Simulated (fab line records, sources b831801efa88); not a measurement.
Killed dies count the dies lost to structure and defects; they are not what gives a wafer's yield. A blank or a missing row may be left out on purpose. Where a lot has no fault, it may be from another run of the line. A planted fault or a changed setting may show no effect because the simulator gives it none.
Problem report, 8D (eight disciplines) form, completed by code + flow gf180mcu + the parts of the form that need people (team, actions taken, sign-off) are left out

== 1. PROBLEM STATEMENT ==
Wafers with no fault read 6500.0 W with a standard deviation of 1.1, whereas cathode-dc-power-W at GF_M4_SPUTTER_04 reads a mean of 5856.7 W on 1 wafer of 1 lot. That is -99 or more standard deviations from the usual mean.
The step: material TiN, target thk 50 nm, time 41.7 s.
First seen on wafer L233.3, day 29 13:56, on pvd-sputter-03. At this step, 15 wafers from 5 lots have a number in the record. The rule behind "out" and "out of limits": a value lying over 4 standard deviations away from the usual mean. The other wafers with a number count as sound.

== 2. WHAT IT IS, WHAT IT ISN'T ==
| question                    | is                 | is not                                                              |
|-----------------------------|--------------------|---------------------------------------------------------------------|
| which readings at this step | cathode-dc-power-W | throttle-valve-pct                                                  |
| which lots                  | L233               | L215, L220, L230, L234                                              |
| which wafers of those lots  | L233.3             | L233.1, L233.6                                                      |
| read on which tools         | pvd-sputter-03     | pvd-sputter-02, pvd-sputter-04                                      |
| when                        | from day 29 13:56  | up to then (11 sound wafers); but 3 sound wafers of L234 came after |

== 3. SUSPECTS, AND WHAT RULES EACH OUT ==
Counting: any tool at a process step up to the reading remains a suspect provided it ran every lot that is out. Sound lots after the first of them don't rule it out here, since some wafers of a struck lot are sound.
- pvd-sputter-04 at GF_V3_SPUTTER_22 (material TiN, target thk 10 nm, time 40 s): kept. The lot that is out, L233, ran on it at day 29 13:04; the last sound lot it ran before that was L230, at day 28 15:25.
- pvd-sputter-03 at GF_M4_SPUTTER_00 (material Ti, target thk 37.5 nm, time 150 s): kept. The lot that is out, L233, ran on it at day 29 13:46; the last sound lot it ran before that was L220, at day 25 16:53.
- pvd-sputter-03 at GF_M4_SPUTTER_04 (material TiN, target thk 50 nm, time 41.7 s): kept. The lot that is out, L233, ran on it at day 29 13:56; the last sound lot it ran before that was L220, at day 25 17:04. Its own readings are out on those wafers: cathode-dc-power-W.
After the count, these remain: pvd-sputter-04 at GF_V3_SPUTTER_22, pvd-sputter-03 at GF_M4_SPUTTER_00 and pvd-sputter-03 at GF_M4_SPUTTER_04.

== 4. THE CAUSE (what the simulator had put in) ==
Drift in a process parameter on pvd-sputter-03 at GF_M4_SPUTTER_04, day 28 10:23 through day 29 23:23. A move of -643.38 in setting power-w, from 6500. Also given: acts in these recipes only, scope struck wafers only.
Counting leaves 3 suspects; this tool is one of them.

== 5. THE EFFECT CHAIN, in route order ==
Each row: a reading whose mean over the struck wafers that have a number lies more than 3 standard deviations from the usual. Readings are gone through only where the record gives a usual standard deviation; hours: the median, over the lots, of the time from a lot's start at the first step in this table giving one to that lot's start at this step; sigmas: the change measured in usual standard deviations.
| hours | step             | reading            | usual    | on struck wafers | change | sigmas      |
|-------|------------------|--------------------|----------|------------------|--------|-------------|
| 0     | GF_M4_SPUTTER_04 | cathode-dc-power-W | 6500.0 W | 5856.7           | -643.3 | -99 or more |
Process steps it contains:
- GF_M4_SPUTTER_04: material TiN, target thk 50 nm, time 41.7 s.
Later measuring or inspecting steps at which every struck wafer that the step has a row for has a number for every such reading, and none has moved that far: GF_M4_RS_MEAS_05, GF_M4_THK_MEAS_06, GF_M4_CD_MEAS_14, GF_M4_OVL_MEAS_15, GF_V4_THK_MEAS_01, GF_V4_THK_MEAS_03, GF_V4_BOW_MEAS_05.

== 6. HOW IT WOULD HAVE BEEN CAUGHT EARLIER ==
In this record no reading fell out of limits until day 29 13:56, 28 hours after the fault had begun at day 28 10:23.
